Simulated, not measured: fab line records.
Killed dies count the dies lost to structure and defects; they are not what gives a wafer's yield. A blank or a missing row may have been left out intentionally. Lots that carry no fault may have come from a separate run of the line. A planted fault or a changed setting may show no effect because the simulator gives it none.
Struck lot and sound lot, side by side :: flow sky130 :: 15 out of 708 route steps
Sound: the wafers L797.1, L797.5, L797.6. Struck: wafers L796.1, L796.4, L796.6. The cause comes at the end.
Each step with rows lists, per side, the tool, then ch with its chambers, then its first start. Under that, the readings that differ: sound wafers :: struck wafers :: difference of the means :: sigmas: that difference in standard deviations of wafers without a fault.
alike: readings with means less than 2 such deviations apart, plus words and numbers identical on both sides. not compared: withheld readings, readings lacking a value on some wafer, bounds such as >300 that could conceal the same value, and numbers that have no deviation in the record and whose values overlap.
The two part at a step that has a row with sigmas, a row that says differs or no value, or rows on one side only. Numbers that have no deviation but don't overlap get no sigmas and don't part them. Lack of a reading on every wafer of one side parts them only where that side has two or more wafers.

first, 2 steps without rows for these wafers: SKY_VT_ADJUST_LVTN_PEB_05; SKY_VT_ADJUST_LVTN_DEVELOP_06 (develop time 60 s).
SKY_VT_ADJUST_LVTN_OVL_MEAS_07:
  sound on overlay-02 at day 11 14:48; struck on overlay-01 at day 11 10:14
reading: VT_ADJUST_LVTN_OVL (nm)
sound: -0.9 0.6 0.7
struck: -2.9 -1.7 -2.7
difference: -2.6
sigmas: -2
following that, these wafers have no rows for 1 step: SKY_VT_ADJUST_LVTN_IMPLANT_08.
SKY_VT_ADJUST_LVTN_STRIP_09: strips in O2/N2.
  sound on plasma asher-03 ch 0,1, day 11 14:59; struck on plasma asher-03 ch 0,1, day 11 10:25
  alike: drypump motor current A, oes product au, strip time to endpoint s
  not compared: rf hours counter h
SKY_VT_ADJUST_LVTN_TW_MEAS_10:
  sound on film metro-04 at day 11 15:05; struck on film metro-04 at day 11 10:31
  alike: VT_ADJUST_LVTN_TW
then, 6 steps without rows for these wafers: SKY_VT_ADJUST_LVTN_DEHYDRATE_11 (time 60 s); SKY_VT_ADJUST_LVTN_HMDS_12 (prime time 60 s); SKY_VT_ADJUST_LVTN_COAT_13 (resist thk 1140 nm); SKY_VT_ADJUST_LVTN_SOFTBAKE_14 (time 60 s); SKY_VT_ADJUST_LVTN_EXPOSE_15 (exposes mask HVN STD DERIVED, target cd 600 nm); SKY_VT_ADJUST_LVTN_PEB_16.
SKY_VT_ADJUST_LVTN_DEVELOP_17: develop time 60 s.
  sound on litho track-04 ch 0, day 12 14:54; struck on litho track-02 ch 0, day 12 10:41
reading: developer temp C (C)
sound: 23.05 23.00 23.06
struck: 25.46 25.36 25.38
difference: +2.36
sigmas: +24
SKY_VT_ADJUST_LVTN_OVL_MEAS_18:
  sound on overlay-01 at day 12 15:03; struck on overlay-01 at day 12 10:50
  alike: VT_ADJUST_LVTN_01_OVL
-- here the record skips 38 days between the struck wafers' starts before and after, leaving off in module VT_ADJUST_LVTN and picking up in module PAD_OPEN (first step shown: number 708 of the route) --
SKY_PAD_OPEN_PROBE_99:
  sound on prober-01 at day 50 09:29; struck on prober-02 at day 50 03:56
  alike: killed_at_M0_to_M3, killed_at_M4_up, killed at contacts, killed at front end, killed at other, killed dies, killed open, killed short

## WHERE THEY PART
Last at SKY_VT_ADJUST_LVTN_DEVELOP_17 as far as this record goes, first at SKY_VT_ADJUST_LVTN_OVL_MEAS_07. Later steps at which nothing parts them and some readings are alike: SKY_VT_ADJUST_LVTN_OVL_MEAS_18, SKY_PAD_OPEN_PROBE_99.

WHY: what the simulator had put in
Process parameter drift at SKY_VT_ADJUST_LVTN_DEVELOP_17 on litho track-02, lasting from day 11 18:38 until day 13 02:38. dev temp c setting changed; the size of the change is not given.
